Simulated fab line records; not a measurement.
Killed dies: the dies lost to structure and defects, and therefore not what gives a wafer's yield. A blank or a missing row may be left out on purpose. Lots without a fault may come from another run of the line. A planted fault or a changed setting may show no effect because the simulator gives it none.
The tool behind it: which one? -- flow gf180mcu -- 33 wafers from 11 lots sampled at 6 of the route's 602 steps

== WHAT THE GAUGES READ, wafer by wafer ==
GF_POLY_GATE_THK_MEAS_01. Usual: POLY_GATE_CVD_00_THK gives 199.5 nm (standard deviation 1.6).
lot,measured,on,POLY_GATE_CVD_00_THK (nm),flag
L902,day 9 06:04,film-metro-03,198.2 198.3 198.5,
L903,day 9 10:23,film-metro-02,201.3 200.3 199.6,
L904,day 9 22:50,film-metro-02,200.0 197.1 200.2,
L907,day 10 14:30,film-metro-02,200.1 200.6 201.2,
L909,day 11 03:10,film-metro-03,201.4 200.7 201.2,
L911,day 11 18:56,film-metro-02,199.8 201.4 200.4,
L916,day 13 03:29,film-metro-02,197.8 196.6 199.1,
L920,day 14 05:02,film-metro-04,197.6 198.1 195.4,
L921,day 14 13:45,film-metro-04,198.7 199.9 198.1,
L922,day 14 19:32,film-metro-04,199.8 198.3 196.5,
L923,day 15 04:26,film-metro-02,201.9 202.0 202.3,

GF_HV_LDD_TW_MEAS_11. Usual: HV_LDD_TW gives 2427 (standard deviation 18).
lot,measured,on,HV_LDD_TW,flag
L902,day 10 20:37,film-metro-03,2448 2446 2441,
L903,day 11 02:18,film-metro-01,2400 2383 2403,
L904,day 11 15:58,film-metro-03,2435 2418 2435,
L907,day 12 06:20,film-metro-01,2402 2412 2407,
L909,day 12 20:55,film-metro-04,2210 2218 2201,OFF
L911,day 13 12:41,film-metro-03,2206 2204 2228,OFF
L916,day 14 23:40,film-metro-01,2407 2411 2402,
L920,day 16 03:01,film-metro-03,2422 2437 2430,
L921,day 16 12:50,film-metro-03,2426 2452 2444,
L922,day 16 19:56,film-metro-03,2448 2435 2436,
L923,day 17 04:04,film-metro-01,2400 2408 2404,

GF_HV_LDD_RS_MEAS_53: measures by four-point-probe. Usual: HV_LDD_RS gives 419.0 ohm/sq (standard deviation 0.84).
lot,measured,on,HV_LDD_RS (ohm/sq),flag
L902,day 13 09:04,film-metro-01,417.1 416.4 418.0,
L903,day 13 15:11,film-metro-04,419.5 419.7 420.1,
L904,day 14 05:52,film-metro-04,418.8 420.6 420.1,
L907,day 14 21:43,film-metro-04,418.8 418.2 419.1,
L909,day 15 13:29,film-metro-01,396.0 395.7 395.9,OFF
L911,day 16 07:20,film-metro-03,396.0 395.4 395.2,OFF
L916,day 18 00:49,film-metro-03,419.3 419.9 419.4,
L920,day 19 04:17,film-metro-01,420.2 419.1 418.6,
L921,day 19 15:26,film-metro-04,421.4 420.1 420.1,
L922,day 19 22:26,film-metro-03,417.7 417.5 417.6,
L923,day 20 07:16,film-metro-01,420.1 419.0 419.5,

== EACH LOT AND THE TOOL THAT RAN IT (in order: tool; ch and the chambers of the sampled wafers; start) ==
lot,GF_DUAL_GATE_STRIP_13,GF_HV_LDD_IMPLANT_09,GF_HV_LDD_STRIP_10
L902,"plasma-asher-01 ch 0,1, day 9 02:19","implanter-04 ch 0, day 10 20:25","plasma-asher-04 ch 0,1, day 10 20:31"
L903,"plasma-asher-03 ch 0,1, day 9 07:20","implanter-02 ch 0, day 11 02:03","plasma-asher-03 ch 0,1, day 11 02:12"
L904,"plasma-asher-02 ch 0,1, day 9 19:47","implanter-03 ch 0, day 11 15:43","plasma-asher-03 ch 0,1, day 11 15:52"
L907,"plasma-asher-01 ch 0,1, day 10 10:29","implanter-02 ch 0, day 12 06:05","plasma-asher-04 ch 0,1, day 12 06:14"
L909,"plasma-asher-02 ch 0,1, day 10 22:47","implanter-04 ch 0, day 12 20:41","plasma-asher-01 ch 0,1, day 12 20:49"
L911,"plasma-asher-02 ch 1, day 11 14:02","implanter-04 ch 0, day 13 12:27","plasma-asher-01 ch 0,1, day 13 12:35"
L916,"plasma-asher-03 ch 0,1, day 12 21:35","implanter-02 ch 0, day 14 23:25","plasma-asher-04 ch 0,1, day 14 23:34"
L920,"plasma-asher-03 ch 0,1, day 14 01:47","implanter-02 ch 0, day 16 02:46","plasma-asher-01 ch 0,1, day 16 02:55"
L921,"plasma-asher-01 ch 0,1, day 14 08:50","implanter-04 ch 0, day 16 12:35","plasma-asher-01 ch 0,1, day 16 12:44"
L922,"plasma-asher-02 ch 0,1, day 14 16:14","implanter-03 ch 0, day 16 19:41","plasma-asher-03 ch 0,1, day 16 19:50"
L923,"plasma-asher-01 ch 0,1, day 15 01:21","implanter-04 ch 0, day 17 03:50","plasma-asher-01 ch 0,1, day 17 03:58"
- GF_DUAL_GATE_STRIP_13: strips in O2/N2.
- GF_HV_LDD_IMPLANT_09
- GF_HV_LDD_STRIP_10: strips in O2/N2.

== WHAT THE TOOLS THEMSELVES READ (means of the sampled wafers that have a number; where no wafer has one, the mark that the record gives instead) ==
GF_DUAL_GATE_STRIP_13. Usual: chamber-pressure-mTorr 1499.8 mTorr, standard deviation 1.3; drypump-motor-current-A 5.5 A, standard deviation 0.4; heater-power-w 322 W, standard deviation 10; oes-product-au 0.717 a.u., standard deviation 0.0044; platen-temp-c 249.96 C, standard deviation 0.18; strip-time-to-endpoint-s 12.62 s, standard deviation 0.042.
lot,tool,chamber-pressure-mTorr (mTorr),drypump-motor-current-A (A),heater-power-w (W),oes-product-au (a.u.),platen-temp-c (C),strip-time-to-endpoint-s (s),flag
L902,plasma-asher-01,1500.1,5.7,314,0.717,249.89,12.65,
L903,plasma-asher-03,1499.7,5.9,326,0.717,250.11,12.64,
L904,plasma-asher-02,1499.0,5.3,336,0.720,249.80,12.58,
L907,plasma-asher-01,1500.7,5.7,321,0.719,250.01,12.65,
L909,plasma-asher-02,1499.0,5.3,331,0.719,250.06,12.67,
L911,plasma-asher-02,1498.3,5.1,337,0.716,250.11,12.68,
L916,plasma-asher-03,1500.8,5.5,317,0.715,249.82,12.62,
L920,plasma-asher-03,1499.6,5.5,317,0.717,249.96,12.59,
L921,plasma-asher-01,1499.3,5.7,322,0.716,249.99,12.60,
L922,plasma-asher-02,1500.4,5.5,331,0.715,249.80,12.65,
L923,plasma-asher-01,1499.7,5.5,315,0.718,249.95,12.56,

GF_HV_LDD_IMPLANT_09. Usual: tilt-deg 7.002 degrees, standard deviation 0.019.
lot,tool,tilt-deg (degrees),flag
L902,implanter-04,6.996,
L903,implanter-02,7.010,
L904,implanter-03,7.010,
L907,implanter-02,7.021,
L909,implanter-04,0.004,OFF
L911,implanter-04,-0.017,OFF
L916,implanter-02,6.999,
L920,implanter-02,7.041,
L921,implanter-04,6.973,
L922,implanter-03,7.000,
L923,implanter-04,6.997,

GF_HV_LDD_STRIP_10. Usual: chamber-pressure-mTorr 1500.0 mTorr, standard deviation 1.4; drypump-motor-current-A 5.8 A, standard deviation 0.52; heater-power-w 322 W, standard deviation 13; oes-product-au 0.716 a.u., standard deviation 0.0048; platen-temp-c 250.00 C, standard deviation 0.16; strip-time-to-endpoint-s 12.60 s, standard deviation 0.036.
lot,tool,chamber-pressure-mTorr (mTorr),drypump-motor-current-A (A),heater-power-w (W),oes-product-au (a.u.),platen-temp-c (C),strip-time-to-endpoint-s (s),flag
L902,plasma-asher-04,1500.0,6.5,329,0.722,250.08,12.67,
L903,plasma-asher-03,1499.9,5.5,319,0.714,250.10,12.56,
L904,plasma-asher-03,1500.4,5.5,318,0.716,249.96,12.65,
L907,plasma-asher-04,1499.2,6.3,340,0.715,250.02,12.60,
L909,plasma-asher-01,1499.7,5.4,315,0.714,250.07,12.58,
L911,plasma-asher-01,1499.6,5.4,315,0.713,249.95,12.61,
L916,plasma-asher-04,1500.5,6.3,339,0.711,250.03,12.58,
L920,plasma-asher-01,1500.2,5.5,314,0.719,249.96,12.59,
L921,plasma-asher-01,1499.9,5.7,321,0.715,250.10,12.59,
L922,plasma-asher-03,1499.6,5.9,319,0.716,249.95,12.61,
L923,plasma-asher-01,1499.1,5.4,315,0.717,249.90,12.57,

== THE ANSWER, worked out from the rows above alone ==
Rule: a lot is off if the mean of its wafers that have a number lies more than 3 standard deviations from the usual mean. Also off: a lot with no number at a reading for which 4 or more lots have one. All remaining lots with rows at the step are treated as sound. After the gauges, taken in route order, come the tools' own readings; for these a lot's mean is taken, as printed above. The first step at which some lot is off is used, and at that step the reading that is off furthest; a lot without a number counts as furthest.
Off: L909, L911, at GF_HV_LDD_TW_MEAS_11 (HV_LDD_TW).
A tool fits if, at a process step before that reading, it ran every lot that is off, and no sound lot after the first of them. The gauges at GF_HV_LDD_TW_MEAS_11 aren't tried: what is off there is off at GF_HV_LDD_IMPLANT_09 too, on other tools, and a gauge's error can't cause that. Not one of the candidates tried fits.

== WHAT WAS PUT IN BY THE SIMULATOR ==
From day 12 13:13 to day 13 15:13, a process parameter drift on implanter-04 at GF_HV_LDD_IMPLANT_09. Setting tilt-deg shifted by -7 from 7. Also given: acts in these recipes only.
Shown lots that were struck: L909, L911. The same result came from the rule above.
